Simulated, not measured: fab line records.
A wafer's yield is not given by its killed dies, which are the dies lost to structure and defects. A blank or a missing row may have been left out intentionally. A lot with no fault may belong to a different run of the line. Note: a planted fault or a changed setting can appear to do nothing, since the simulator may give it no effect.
Comparing a struck lot with a sound one / flow sfqLine / 32 steps out of a route of 325
Sound: the wafers L181.2, L181.5, L181.6. Wafers L175.4, L175.6 were the ones struck. The cause comes at the end.
For every step that has rows: the tool of each side, followed by ch and its chambers, followed by its first start. Under that, the readings that differ: sound wafers / struck wafers / difference of the means / sigmas: that difference in standard deviations of wafers without a fault.
alike: readings with means less than 2 such deviations apart, plus words and numbers identical on both sides. not compared: withheld readings, readings lacking a value on some wafer, bounds such as >300 that could conceal the same value, and numbers that have no deviation in the record and whose values overlap.
A row with sigmas, a row that says differs or no value, or rows on one side alone: a step with any of these is where the two part. Non-overlapping numbers with no deviation appear without sigmas and do not part them. Lack of a reading on every wafer of one side parts them only where that side has two or more wafers.

SFQ_INCOMING_BOW_MEAS_900:
  sound: filmMetro-03 at day 5 09:01; struck: filmMetro-03 at day 4 03:04
  alike: INCOMING_BOW
then, 1 step without rows for these wafers: SFQ_TRILAYER_INCOMING_OXIDATION_002 (target thk 500 nm, ox time 4939 s).
SFQ_TRILAYER_L0_DEP_SPUTTER_003: material MoNx KI, target thk 40 nm, time 100 s.
  sound: pvdSputter-06 at day 5 11:29; struck: pvdSputter-05 at day 4 05:29
reading=model.MoNx_KI_of_TRILAYER_L0_DEP_SPUTTER_003.thkNm (nm); sound=39.99 39.94 39.53; struck=42.75 42.92; difference=+3.02; sigmas=
  alike: throttleValvePct
SFQ_L0_RS_MEAS_901: measurement is done with a four-point probe.
  sound: filmMetro-02 at day 5 11:35; struck: filmMetro-01 at day 4 05:37
reading=L0_MONX_KI_RS (ohm/sq); sound=43.5 43.5 43.9; struck=40.8 40.6; difference=-2.9; sigmas=-7
SFQ_L0_THK_MEAS_902: measures by xrf.
  sound: filmMetro-02 at day 5 11:41; struck: filmMetro-01 at day 4 05:43
reading=L0_MONX_KI_THK (nm); sound=40.0 39.8 39.6; struck=43.3 43.4; difference=+3.5; sigmas=+7
then, 6 steps without rows for these wafers: SFQ_TRILAYER_L0_LITHO_COAT_010 (resist thk 62 nm); SFQ_TRILAYER_L0_LITHO_COAT_005 (resist thk 600 nm); SFQ_TRILAYER_L0_LITHO_SOFTBAKE_009; SFQ_TRILAYER_L0_LITHO_EXPOSE_006 (exposes mask L0, target cd 2000 nm); SFQ_TRILAYER_L0_LITHO_PEB_008 (peb time 60 s); SFQ_TRILAYER_L0_LITHO_DEVELOP_007 (time 60 s).
-- the record jumps here: 3 days lie between the struck wafers' starts before and after --
SFQ_TRILAYER_L0_BARC_OPEN_METAL_ETCH_010: etches BARC in O2, target depth 125 nm, time 41.7 s.
  sound on rieMetal-02 ch 0,1, day 9 08:34; struck on rieMetal-03 ch 1, day 7 13:02
  alike: drypumpMotorCurrentA, oesProductAu
  not compared: rfHoursCounterH
SFQ_TRILAYER_L0_ETCH_METAL_ETCH_008: etches MoNx KI in SF6/O2, stops on SiO2, target depth 50 nm, time 25 s.
  sound on rieMetal-02 ch 0,1, day 9 08:37; struck on rieMetal-03 ch 1, day 7 13:09
reading=oesProductAu (a.u.); sound=0.874 0.873 0.873; struck=0.908 0.911; difference=+0.036; sigmas=+6
  alike: drypumpMotorCurrentA
  not compared: rfHoursCounterH
then, 2 steps without rows for these wafers: SFQ_TRILAYER_L0_STRIP_STRIP_009 (strips in O2); SFQ_TRILAYER_L0_STRIP_SOLV_CLEAN_010 (cleans in NMP, time 600 s).
SFQ_TRILAYER_L0_CAP_PECVD_011: deposits SiO2 from SiH4/N2O, time 13.333 s, target thk 60 nm.
  sound on pecvd-03 ch 0,1, day 9 09:27; struck on pecvd-02 ch 1,2, day 7 14:35
  alike: chamberPressureTorr, heaterPowerW, throttleValvePct
then, 6 steps without rows for these wafers: SFQ_TRILAYER_L0_VIA_LITHO_COAT_018 (resist thk 62 nm); SFQ_TRILAYER_L0_VIA_LITHO_COAT_013 (resist thk 650 nm); SFQ_TRILAYER_L0_VIA_LITHO_SOFTBAKE_017; SFQ_TRILAYER_L0_VIA_LITHO_EXPOSE_014 (exposes mask L0V, target cd 700 nm); SFQ_TRILAYER_L0_VIA_LITHO_PEB_016 (peb time 60 s); SFQ_TRILAYER_L0_VIA_LITHO_DEVELOP_015 (time 60 s).
-- the record jumps here: 4 days lie between the struck wafers' starts before and after --
SFQ_L0V_OVL_MEAS_903:
  sound: overlay-02 at day 13 12:16; struck: overlay-01 at day 11 21:52
  alike: L0V_OVL
then, 1 step without rows for these wafers: SFQ_TRILAYER_L0_VIA_BARC_OPEN_VIA_ETCH_021 (etches BARC in O2, target depth 125 nm, time 41.7 s).
SFQ_TRILAYER_L0_VIA_ETCH_VIA_ETCH_016: etches SiO2 in CHF3, stops on MoNx KI, target depth 80 nm.
  sound on rieDiel-02 ch 1,2, day 13 12:20; struck on rieDiel-02 ch 2,3, day 11 21:56
  alike: drypumpMotorCurrentA, oesProductAu
SFQ_TRILAYER_L0_VIA_STRIP_STRIP_017: strips in O2.
  sound on rieMetal-01 ch 0,1, day 13 12:23; struck on rieMetal-04 ch 0,1, day 11 22:11
  alike: drypumpMotorCurrentA, oesProductAu
  not compared: rfHoursCounterH
then, 2 steps without rows for these wafers: SFQ_TRILAYER_L0_VIA_STRIP_SOLV_CLEAN_018 (cleans in NMP, time 600 s); SFQ_TRILAYER_M0_DEP_PRE_CLEAN_020 (time 15 s).
SFQ_TRILAYER_M0_DEP_SPUTTER_019: material Nb, target thk 200 nm, time 133.3 s.
  sound: pvdSputter-04 at day 13 13:11; struck: pvdSputter-04 at day 11 22:47
  alike: throttleValvePct
SFQ_M0_RS_MEAS_904: measurement is done with a four-point probe.
  sound: filmMetro-04 at day 13 13:17; struck: filmMetro-03 at day 11 22:56
  alike: M0_NB_RS
then, 1 step without rows for these wafers: SFQ_TRILAYER_M0_LITHO_COAT_026 (resist thk 62 nm).
-- the record jumps here: 79 days lie between the struck wafers' starts before and after --
SFQ_M8_BOW_MEAS_951:
  sound: filmMetro-04 at day 94 20:52; struck: filmMetro-04 at day 91 07:30
reading=model.etest.l0.ohmSq; sound=43.5 43.55 44.01; struck=40.7 40.53; difference=-3.1; sigmas=
reading=model.etest.l0v.linkOhm; sound=44.43 44.46 44.93; struck=41.61 41.45; difference=-3.08; sigmas=
reading=model.etest.l0.ohmUm; sound=21.78 21.79 22.02; struck=20.35 20.27; difference=-1.55; sigmas=
  alike: M8_BOW

## WHERE THEY PART
Last at SFQ_TRILAYER_L0_ETCH_METAL_ETCH_008 as far as this record goes, first at SFQ_L0_RS_MEAS_901. Later steps at which nothing parts them and some readings are alike: SFQ_TRILAYER_L0_CAP_PECVD_011, SFQ_L0V_OVL_MEAS_903, SFQ_TRILAYER_L0_VIA_ETCH_VIA_ETCH_016, SFQ_TRILAYER_L0_VIA_STRIP_STRIP_017, SFQ_TRILAYER_M0_DEP_SPUTTER_019, SFQ_M0_RS_MEAS_904, SFQ_M8_BOW_MEAS_951.

WHY: whatever the simulator had introduced
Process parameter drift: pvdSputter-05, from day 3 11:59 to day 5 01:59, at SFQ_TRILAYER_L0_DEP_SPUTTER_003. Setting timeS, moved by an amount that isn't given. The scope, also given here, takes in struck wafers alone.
